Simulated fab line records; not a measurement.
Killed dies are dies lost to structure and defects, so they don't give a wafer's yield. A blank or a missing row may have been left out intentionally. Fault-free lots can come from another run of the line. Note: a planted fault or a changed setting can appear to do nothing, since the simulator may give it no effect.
Matching of chambers	flow gf180mcu	GF_V1_CMP_04 on cmp-01 has 4 sister chambers
The step polishes SiO2. 14 wafers are shown with their chamber, then 7 later ones without.

WAFERS WITH THEIR CHAMBER
wafer	chamber	motor current A (A)	time to endpoint s (s)
L272.2	3	12.6	84
L272.4	0	12.5	80
L272.6	2	11.4	89
L273.2	2	12.2	82
L273.4	1	10.3	87
L273.6	0	12.2	78
L274.3	3	13.2	82
L274.4	0	12.7	84
L274.6	0	12.5	81
L275.1	2	12.3	82
L275.2	1	10.7	79
L275.5	1	10.8	81
L288.2	0	12.2	78
L288.5	0	12.1	87

SIGNATURES, as means of the wafers listed above
reading	chamber 0	chamber 1	chamber 2	chamber 3	scatter within a chamber
motor current A	12.367	10.600	11.967	12.900	0.329
time to endpoint s	81.33	82.33	84.33	83.00	3.64
Rule: distance of a wafer from a chamber = root of the sum over the readings of ((wafer's reading minus chamber's mean) / reading's scatter) squared. The wafer belongs to the nearest chamber; if the next one is less than 2 further off, it can't be placed. The scatter is the square root of a quotient: the sum, over the shown wafers, of each reading's squared deviation from its chamber's mean, divided by wafers minus chambers.

WAFERS WITHOUT THEIR CHAMBER
wafer	motor current A (A)	time to endpoint s (s)
L288.6	11.2	84
L290.4	12.4	89
L290.5	12.4	82
L290.6	12.9	89
L293.2	12.4	77
L293.3	12.6	81
L293.6	12.9	81

THE CHAMBER EACH PASSED THROUGH
wafer	from the rows above	in truth
L288.6	can't be placed: 1 or 2 or 0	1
L290.4	can't be placed: 2 or 0 or 3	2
L290.5	can't be placed: 0 or 2 or 3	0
L290.6	can't be placed: 3 or 0 or 2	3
L293.2	can't be placed: 0 or 3 or 2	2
L293.3	can't be placed: 0 or 3 or 2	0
L293.6	can't be placed: 3 or 0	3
Correctly placed: 0 of 7. Not placeable from these rows: 7 (in 7, the candidates include the true chamber). Placed wrongly: 0.
